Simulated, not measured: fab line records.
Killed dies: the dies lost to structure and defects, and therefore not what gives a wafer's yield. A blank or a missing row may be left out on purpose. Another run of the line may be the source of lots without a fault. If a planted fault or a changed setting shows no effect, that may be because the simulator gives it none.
Comparing a struck lot with a sound one ; flow sky130 ; 26 steps out of a route of 708
Sound: these wafers, L518.2, L518.4, L518.5. Wafers L520.1, L520.3, L520.4 were the ones struck. The cause is named last.
For every step that has rows: the tool of each side, followed by ch and its chambers, followed by its first start. Under that, the readings that differ: sound wafers ; struck wafers ; difference of the means ; sigmas: that difference in standard deviations of wafers without a fault.
alike: same words and numbers on both sides, and readings whose means sit less than 2 such deviations apart. not compared: any withheld reading, any reading some wafer has no value for, any bound like >300 that may hide the same value, and any number with overlapping values for which the record gives no deviation.
The two part at a step that has a row with sigmas, a row that says differs or no value, or rows on one side only. Numbers that don't overlap but have no deviation are shown without sigmas and don't part them. A reading that every wafer of one side lacks parts them only if that side has two wafers or more.

first, 3 steps without rows for these wafers: SKY_FIELD_ISO_WET_ETCH_30 (etches SiO2 in dHF, target depth 25 nm, time 50 s); SKY_NWELL_CLEAN_00 (cleans in SC1/SC2, time 150 s); SKY_NWELL_OXIDATION_01 (stabilise 600 s, purge 300 s, target thk 10 nm).
SKY_NWELL_THK_MEAS_02:
  struck on filmMetro-03, day 4 01:11; sound on filmMetro-03, day 3 18:08
  alike: NWELL_OXIDATION_THK
then, 8 steps without rows for these wafers: SKY_DNWELL_DEHYDRATE_00 (time 60 s); SKY_DNWELL_HMDS_01 (prime time 60 s); SKY_DNWELL_COAT_02 (resist thk 3000 nm); SKY_DNWELL_SOFTBAKE_03; SKY_DNWELL_EXPOSE_04 (exposes mask DNM, target cd 3000 nm); SKY_DNWELL_PEB_05; SKY_DNWELL_DEVELOP_06 (develop time 60 s); SKY_DNWELL_IMPLANT_07.
SKY_DNWELL_STRIP_08: strips in O2/N2.
  sound on plasmaAsher-04 ch 0,1, day 4 10:46; struck on plasmaAsher-04 ch 0,1, day 4 18:56
  no value came back on the struck wafers for chamberPressureMTorr (mTorr), drypumpMotorCurrentA (A), oesProductAu (a.u.), stripTimeToEndpointS (s); on the sound wafers chamberPressureMTorr (mTorr) reads 1502.2 1499.9 1500.0
reading;sound;struck;difference;sigmas
model.coat_of_DNWELL_COAT_02.thkNm (nm);0 0 0;2995 3001 3005;+3000;
  not compared: rfHoursCounterH
SKY_DNWELL_TW_MEAS_09:
  struck on filmMetro-02, day 4 19:02; sound on filmMetro-02, day 4 10:53
  alike: DNWELL_TW
then, 7 steps without rows for these wafers: SKY_PWDE_DEHYDRATE_00 (time 60 s); SKY_PWDE_HMDS_01 (prime time 60 s); SKY_PWDE_COAT_02 (resist thk 3000 nm); SKY_PWDE_SOFTBAKE_03; SKY_PWDE_EXPOSE_04 (exposes mask PWDEM, target cd 840 nm); SKY_PWDE_PEB_05; SKY_PWDE_DEVELOP_06 (develop time 60 s).
SKY_PWDE_OVL_MEAS_07:
  struck on overlay-02, day 5 13:40; sound on overlay-02, day 5 04:45
  alike: PWDE_OVL
after that, 1 step had no rows for these wafers: SKY_PWDE_IMPLANT_08.
SKY_PWDE_STRIP_09: strips in O2/N2.
  sound on plasmaAsher-02 ch 0,1, day 5 04:56; struck on plasmaAsher-02 ch 0,1, day 5 13:51
reading;sound;struck;difference;sigmas
oesProductAu (a.u.);0.719 0.729 0.715;0.735 0.742 0.739;+0.018;+4
stripTimeToEndpointS (s);36.95 36.93 37.01;81.04 81.23 81.25;+44.21;+99 or more
  alike: chamberPressureMTorr, drypumpMotorCurrentA
  not compared: rfHoursCounterH
SKY_PWDE_TW_MEAS_10:
  struck on filmMetro-02, day 5 13:57; sound on filmMetro-03, day 5 05:02
reading;sound;struck;difference;sigmas
PWDE_TW;374.5 375.3 376.4;30.4 30.4 30.3;-345.0;-99 or more
then, 1 step without rows for these wafers: SKY_NWELL_DEHYDRATE_03 (time 60 s).

## WHERE THEY PART
Last at SKY_PWDE_TW_MEAS_10 as far as this record goes, first at SKY_DNWELL_STRIP_08.

WHY: whatever the simulator had introduced
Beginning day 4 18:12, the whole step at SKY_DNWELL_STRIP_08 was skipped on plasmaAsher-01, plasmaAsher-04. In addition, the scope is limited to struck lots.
